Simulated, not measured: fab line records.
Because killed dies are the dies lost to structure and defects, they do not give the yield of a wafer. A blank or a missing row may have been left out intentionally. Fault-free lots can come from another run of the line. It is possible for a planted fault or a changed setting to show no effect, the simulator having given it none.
Matching of chambers | flow sky130 | SKY_SPACER_ETCHBACK_02 on rieDiel-03: 4 sister chambers
The step etches Si3N4 in CH3F/O2, stops on SiO2, time 46.7 s, target depth 45 nm. 14 wafers are shown with their chamber, then 7 later ones without.

## WAFERS, EACH WITH ITS CHAMBER
wafer  | chamber | drypumpMotorCurrentA (A) | throttleValvePct (%) | chamberPressureMTorr (mTorr)
L343.2 | 3       | 5.5                      | 10.558               | 24.961
L343.4 | 2       | 5.1                      | 10.569               | 25.020
L343.5 | 0       | 6.6                      | 10.567               | 24.995
L345.1 | 0       | 6.6                      | 10.568               | 25.013
L345.2 | 3       | 5.5                      | 10.569               | 25.017
L345.3 | 1       | 5.5                      | 10.558               | 24.995
L346.1 | 3       | 5.5                      | 10.571               | 25.035
L346.3 | 0       | 6.6                      | 10.553               | 25.041
L346.6 | 0       | 6.6                      | 10.558               | 25.011
L348.2 | 3       | 5.5                      | 10.577               | 25.029
L348.5 | 2       | 5.1                      | 10.569               | 25.019
L348.6 | 1       | 5.6                      | 10.558               | 25.007
L349.2 | 1       | 5.5                      | 10.564               | 25.010
L349.4 | 3       | 5.5                      | 10.567               | 24.993

SIGNATURES (means of the wafers above)
reading              | chamber 0 | chamber 1 | chamber 2 | chamber 3 | scatter within a chamber
drypumpMotorCurrentA | 6.600     | 5.533     | 5.100     | 5.500     | 0.0258
throttleValvePct     | 10.56150  | 10.56000  | 10.56900  | 10.56840  | 0.0061
chamberPressureMTorr | 25.01500  | 25.00400  | 25.01950  | 25.00700  | 0.0221
Rule: distance of a wafer from a chamber = root of the sum over the readings of ((wafer's reading minus chamber's mean) / reading's scatter) squared. The wafer belongs to the nearest chamber; if the next one is less than 2 further off, it can't be placed. The scatter: the root of (the sum of the squares of (reading less its chamber's mean) over the shown wafers, divided by (wafers less chambers)).

## WAFERS WITHOUT THEIR CHAMBER
wafer  | drypumpMotorCurrentA (A) | throttleValvePct (%) | chamberPressureMTorr (mTorr)
L349.6 | 5.5                      | 10.558               | 24.990
L357.2 | 5.5                      | 10.568               | 25.072
L357.4 | 5.1                      | 10.563               | 24.996
L357.5 | 5.5                      | 10.574               | 24.972
L360.2 | 5.6                      | 10.550               | 25.000
L360.3 | 5.5                      | 10.567               | 25.010
L360.4 | 6.6                      | 10.559               | 24.995

## WHICH CHAMBER EACH WENT THROUGH
wafer  | from the rows above     | in truth
L349.6 | can't be placed: 1 or 3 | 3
L357.2 | can't be placed: 3 or 1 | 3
L357.4 | 2                       | 2
L357.5 | can't be placed: 3 or 1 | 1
L360.2 | can't be placed: 1 or 3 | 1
L360.3 | can't be placed: 3 or 1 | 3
L360.4 | 0                       | 0
Correct placement for 2 of the 7. Can't be placed from these rows: 5 (the true chamber is among the candidates in 5). Placed wrongly: 0.
